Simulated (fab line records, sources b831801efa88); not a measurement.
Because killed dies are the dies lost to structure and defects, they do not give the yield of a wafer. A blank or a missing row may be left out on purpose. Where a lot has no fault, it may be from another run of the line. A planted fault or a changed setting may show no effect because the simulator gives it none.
8D (eight disciplines) problem report, filled in by code || flow gf180mcu || the parts of the form that need people (team, actions taken, sign-off) are left out

## 1. PROBLEM STATEMENT
At GF_M1_CD_MEAS_14, cd-nm averages 211.7 nm over 4 wafers from 3 lots, while fault-free wafers read 230.0 nm, standard deviation 1.2. Relative to the usual mean, that is a shift of -15 standard deviations.
The step: target cd 230 nm.
First observed at day 22 07:58: wafer L786.3, on cd-sem-01. Wafers with a number at this step in the record: 36, from 13 lots. The rule behind "out" and "out of limits": a value lying over 4 standard deviations away from the usual mean. The other wafers with a number count as sound.

## 2. WHAT IT IS, AND WHAT IT ISN'T
{"question": "which readings at this step", "is": "cd-nm", "is not": "-"}
{"question": "which lots", "is": "L786, L787, L788", "is not": "L772, L773, L774, L775, L776, L777, L778, L779, L789, L795"}
{"question": "which wafers of those lots", "is": "L786.3, L787.2, L788.2, L788.3", "is not": "L786.1, L787.1"}
{"question": "read on which gauges", "is": "cd-sem-01, cd-sem-02", "is not": "-"}
{"question": "when", "is": "from day 22 07:58", "is not": "up to then (25 sound wafers); but 7 sound wafers of L787, L789, L795 came after"}

## 3. THE SUSPECTS, EACH WITH WHAT RULES IT OUT
Counting: a tool at a process step up to the reading stays a suspect if it ran every lot that is out. Sound lots after the first of them don't rule it out here, since some wafers of a struck lot are sound.
- the gauge at GF_M1_CD_MEAS_14 is ruled out. Those wafers that are out were read across 2 gauges (cd-sem-01, cd-sem-02).
- krf-scanner-01 at GF_M1_EXPOSE_11 (exposes mask Metal1, target cd 230 nm): kept. Every lot that is out went through it, the first being L786 (day 21 20:32); the last sound lot it ran before that was L779 (day 19 03:01).
Left after counting: krf-scanner-01 at GF_M1_EXPOSE_11.

## 4. THE CAUSE (what the simulator had put in)
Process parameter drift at GF_M1_EXPOSE_11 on krf-scanner-01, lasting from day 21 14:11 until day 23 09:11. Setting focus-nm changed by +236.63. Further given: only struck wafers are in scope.
Only this tool survived the counting.

## 5. THE CHAIN OF EFFECTS, in route order
Each row: a reading where the mean over the struck wafers with a number is more than 3 standard deviations away from the usual. Only readings for which the record gives a usual standard deviation are gone through. hours: the time from each lot's start at the first step in this table that gives one to its start at this step, as a median over the lots. sigmas: the change in usual standard deviations.
{"hours": 0, "step": "GF_M1_CD_MEAS_14", "reading": "cd-nm", "usual": "230.0 nm", "on struck wafers": 211.7, "change": -18.3, "sigmas": -15}
At these later measuring or inspecting steps, every struck wafer for which the step has a row has a number for every such reading, and none has moved that far: GF_V3_THK_MEAS_03.

## 6. HOW IT WOULD HAVE BEEN CAUGHT EARLIER
18 hours passed between the start of the fault at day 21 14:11 and the first reading out of limits at a measuring or inspecting step in this record, taken at day 22 07:58.
Tool readings at GF_M1_EXPOSE_11 with a usual standard deviation given in the record: none out on any struck wafer, hence no alarm at a limit of 4 standard deviations on them.
Among the 3 lots that are out, L788 began GF_M1_EXPOSE_11 on krf-scanner-01 after day 22 07:58. It would have been spared by a hold on the tool at that moment.
